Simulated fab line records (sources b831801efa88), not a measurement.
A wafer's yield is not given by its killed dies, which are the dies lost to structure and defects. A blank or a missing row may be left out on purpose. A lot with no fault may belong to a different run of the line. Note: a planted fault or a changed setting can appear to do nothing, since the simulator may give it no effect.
Matching of chambers ; flow sfq-line ; SFQ_TRILAYER_I6_CMP_CMP_166 on cmp-02 has 4 sister chambers
The step polishes SiO2. 8 wafers are shown with their chamber, then 7 later ones without.

EACH WAFER AND ITS CHAMBER
wafer;chamber;motor-current-A (A);time-to-endpoint-s (s)
L800.4;2;8.3;221
L813.2;1;10.0;216
L813.5;0;10.2;227
L817.2;3;11.1;208
L817.5;3;11.4;219
L817.6;0;10.5;225
L818.1;1;9.5;222
L818.3;2;8.0;218

WAFERS WHOSE CHAMBER IS MISSING
wafer;motor-current-A (A);time-to-endpoint-s (s)
L818.5;9.9;220
L819.2;10.8;208
L819.4;9.4;213
L819.6;8.2;219
L821.3;10.6;218
L821.2;7.7;215
L821.5;9.8;221

WHICH CHAMBER EACH WENT THROUGH
wafer;from the rows above;in truth
L818.5;can't be placed: 1 or 0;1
L819.2;3;3
L819.4;1;1
L819.6;2;2
L821.3;can't be placed: 0 or 3 or 1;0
L821.2;2;2
L821.5;can't be placed: 1 or 0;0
Correct placement for 4 of the 7. Not placeable from these rows: 3 (in 3, the candidates include the true chamber). Number placed wrongly: 0.
How it was worked out, from the rows above alone: a wafer's distance from a chamber is the root of the sum, over the readings, of the square of ((its reading less the chamber's mean) divided by the reading's scatter). The wafer belongs to the nearest chamber; if the next one is less than 2 further off, it can't be placed. The mean given for a chamber averages the wafers shown for that chamber. The scatter is the square root of a quotient: the sum, over the shown wafers, of each reading's squared deviation from its chamber's mean, divided by wafers minus chambers.
